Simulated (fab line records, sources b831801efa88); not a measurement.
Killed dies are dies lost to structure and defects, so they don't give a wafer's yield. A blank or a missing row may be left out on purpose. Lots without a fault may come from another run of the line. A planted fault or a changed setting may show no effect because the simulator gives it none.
Problem report in the 8D (eight disciplines) form, filled by code | flow sky130 | the parts of the form that need people (team, actions taken, sign-off) are left out

1. THE PROBLEM
tube_center_temp_C at SKY_GATE_OXIDE_OXIDATION_16 reads a mean of 788 C on 6 wafers of 2 lots; wafers without a fault read 800 C with a standard deviation of 0.07. That is -99 or more standard deviations from the usual mean.
The step: stabilise 600 s, purge 300 s, target thk 3.57 nm.
First seen on wafer L683.3, day 18 19:50, on furnace-01. The record holds 36 wafers of 12 lots with a number at this step. Rule for "out", or "out of limits": more than 4 standard deviations from the usual mean. The other wafers with a number count as sound.

2. WHAT IT IS AND WHAT IT IS NOT
question                    | is                                                                                                                                   | is not
which readings at this step | tube_center_temp_C, spike_tc_bottom_C, spike_tc_centre_C, spike_tc_lower_C, spike_tc_top_C, spike_tc_upper_C, tube_center_temp_C_max | -
which lots                  | L683, L684                                                                                                                           | L671, L673, L674, L676, L681, L686, L688, L691, L692, L693
which wafers of those lots  | all that have a number                                                                                                               | -
read on which tools         | furnace-01                                                                                                                           | furnace-02
when                        | from day 18 19:50                                                                                                                    | up to then (15 sound wafers); but 15 sound wafers of L686, L688, L691, L692, L693 came after

3. SUSPECTS, AND WHAT RULES EACH OUT
Counting: a tool at a process step up to the reading stays a suspect if it ran every lot that is out and no sound lot after the first of them.
- plasma_asher-03 at SKY_SONOS_ONO_STRIP_17 (strips in O2/N2): ruled out as a lasting fault. Sound lots L693 ran on it after its first lot that is out, L683 (day 17 09:03).
- furnace-01 at SKY_GATE_OXIDE_OXIDATION_16 (stabilise 600 s, purge 300 s, target thk 3.57 nm): ruled out as a lasting fault. Sound lots L691, L693, L692 ran on it after its first lot that is out, L683 (day 18 19:50).
Left after counting: nothing in the record.

4. THE CAUSE (what the simulator had put in)
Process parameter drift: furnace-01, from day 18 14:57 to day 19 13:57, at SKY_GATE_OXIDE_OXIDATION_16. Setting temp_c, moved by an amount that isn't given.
Counting ruled it out, wrongly.

5. THE CHAIN OF EFFECTS, in route order
Each row: a reading whose mean over the struck wafers that have a number lies more than 3 standard deviations from the usual. Only readings for which the record gives a usual standard deviation are gone through. hours: the time from each lot's start at the first step in this table that gives one to its start at this step, as a median over the lots. sigmas: the change in usual standard deviations.
hours | step                        | reading                | usual   | on struck wafers | change | sigmas
0     | SKY_GATE_OXIDE_OXIDATION_16 | spike_tc_bottom_C      | 821.6 C | 809.2            | -12.4  | -10
0     | SKY_GATE_OXIDE_OXIDATION_16 | spike_tc_centre_C      | 800.3 C | 787.8            | -12.5  | -13
0     | SKY_GATE_OXIDE_OXIDATION_16 | spike_tc_lower_C       | 801.1 C | 789.4            | -11.7  | -9.8
0     | SKY_GATE_OXIDE_OXIDATION_16 | spike_tc_top_C         | 816.2 C | 802.7            | -13.5  | -5.9
0     | SKY_GATE_OXIDE_OXIDATION_16 | spike_tc_upper_C       | 799.3 C | 786.0            | -13.3  | -8.9
0     | SKY_GATE_OXIDE_OXIDATION_16 | tube_center_temp_C     | 800 C   | 788              | -12    | -99 or more
0     | SKY_GATE_OXIDE_OXIDATION_16 | tube_center_temp_C_max | 802.1   | 789.9            | -12.2  | -37
The process steps in it:
- SKY_GATE_OXIDE_OXIDATION_16: stabilise 600 s, purge 300 s, target thk 3.57 nm.
Later measuring or inspecting steps at which every struck wafer that the step has a row for has a number for every such reading, and none has moved that far: SKY_POLY_GATE_THK_MEAS_04, SKY_POLY_GATE_CD_MEAS_13.

6. WHAT WOULD HAVE CAUGHT IT SOONER
In this record the first reading out of limits was taken at day 18 19:50, 5 hours after the fault began at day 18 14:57.
